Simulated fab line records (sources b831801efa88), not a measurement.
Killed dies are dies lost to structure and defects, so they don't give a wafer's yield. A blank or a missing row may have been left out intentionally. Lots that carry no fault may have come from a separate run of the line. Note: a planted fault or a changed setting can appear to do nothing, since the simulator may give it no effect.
Struck lot and sound lot, side by side | flow gf180mcu | 17 out of 602 route steps
Sound: wafers L741.1, L741.2, L741.4. The struck wafers were L743.2, L743.4, L743.5. The cause comes at the end.
For every step that has rows: the tool of each side, followed by ch and its chambers, followed by its first start. Under that, the readings that differ: sound wafers | struck wafers | difference of the means | sigmas: that difference in standard deviations of wafers without a fault.
alike: readings with means less than 2 such deviations apart, plus words and numbers identical on both sides. not compared: withheld readings, readings lacking a value on some wafer, bounds such as >300 that could conceal the same value, and numbers that have no deviation in the record and whose values overlap.
The two part at a step that has a row with sigmas, a row that says differs or no value, or rows on one side only. Numbers that have no deviation but don't overlap get no sigmas and don't part them. Lack of a reading on every wafer of one side parts them only where that side has two or more wafers.

first, 1 step without rows for these wafers: GF_CONTACT_ETCH_16 (etches BARC in N2/H2).
GF_CONTACT_ETCH_17: etches SiO2 in C4F8/O2/Ar, stops on CoSi2, target depth 860 nm.
  sound on rie diel-03 ch 0,1,2; struck on rie diel-02 ch 1,2
  alike: oes product au
GF_CONTACT_STRIP_18: strips in O2/N2.
  sound on plasma asher-02 ch 0,1, day 17 06:08; struck on plasma asher-02 ch 0, day 18 01:06
  alike: drypump motor current A, heater power w, oes product au
  not compared: rf hours counter h
then, 4 steps without rows for these wafers: GF_CONTACT_CLEAN_19 (cleans in SPM); GF_CONTACT_CLEAN_20 (cleans in DIW); GF_CONTACT_CLEAN_21 (cleans in dHF, time 20 s); GF_CONTACT_SPUTTER_22 (material Ti, target thk 15 nm, time 80.02 s).
GF_CONTACT_SPUTTER_23: material TiN, target thk 10 nm, time 40 s.
  sound on pvd sputter-04 at day 17 06:30; struck on pvd sputter-03 at day 18 01:28
  alike: cathode dc power W, chamber pressure pa, throttle valve pct
then, 1 step without rows for these wafers: GF_CONTACT_CVD_24 (deposits W, target thk 300 nm, time 90.339 s).
GF_CONTACT_RS_MEAS_25: the measuring method here is four-point-probe.
  sound on film metro-01 at day 17 06:38; struck on film metro-02 at day 18 01:37
  alike: CONTACT_W_RS
GF_CONTACT_THK_MEAS_26: measures by xrf.
  sound on film metro-01 at day 17 06:46; struck on film metro-02 at day 18 01:44
  alike: CONTACT_W_THK
GF_CONTACT_CMP_27: polishes, stops on SiO2, t overpolish 15 s, target thk 0 nm.
  sound on cmp-02 ch 0,1,2, day 17 07:01; struck on cmp-01 ch 1,2,3, day 18 01:47
  alike: head pressure psi, motor current A, overpolish run s, time to endpoint s
GF_M1_SPUTTER_00: material Ti, target thk 37.5 nm, time 150 s.
  sound on pvd sputter-01 at day 17 07:19; struck on pvd sputter-02 at day 18 02:05
  no value came back on the struck wafers for cathode dc power W (W), chamber pressure pa (Pa), throttle valve pct (%), time s (s); on the sound wafers cathode dc power W (W) reads 4000.2 4000.5 4000.2
then, 2 steps without rows for these wafers: GF_M1_SPUTTER_01 (material TiN, target thk 30 nm, time 25 s); GF_M1_SPUTTER_02 (material AlCu, target thk 450 nm, time 23.9 s).
GF_M1_SPUTTER_03: material Ti, target thk 10 nm, time 6.7 s.
  sound on pvd sputter-01 at day 17 07:28; struck on pvd sputter-02 at day 18 02:14
  alike: cathode dc power W, chamber pressure pa, throttle valve pct
then, 1 step without rows for these wafers: GF_M1_SPUTTER_04 (material TiN, target thk 50 nm, time 41.7 s).

WHERE THEY PART
Only at GF_M1_SPUTTER_00, as far as this record shows. Later steps at which nothing parts them and some readings are alike: GF_M1_SPUTTER_03.

WHY: the cause the simulator had injected
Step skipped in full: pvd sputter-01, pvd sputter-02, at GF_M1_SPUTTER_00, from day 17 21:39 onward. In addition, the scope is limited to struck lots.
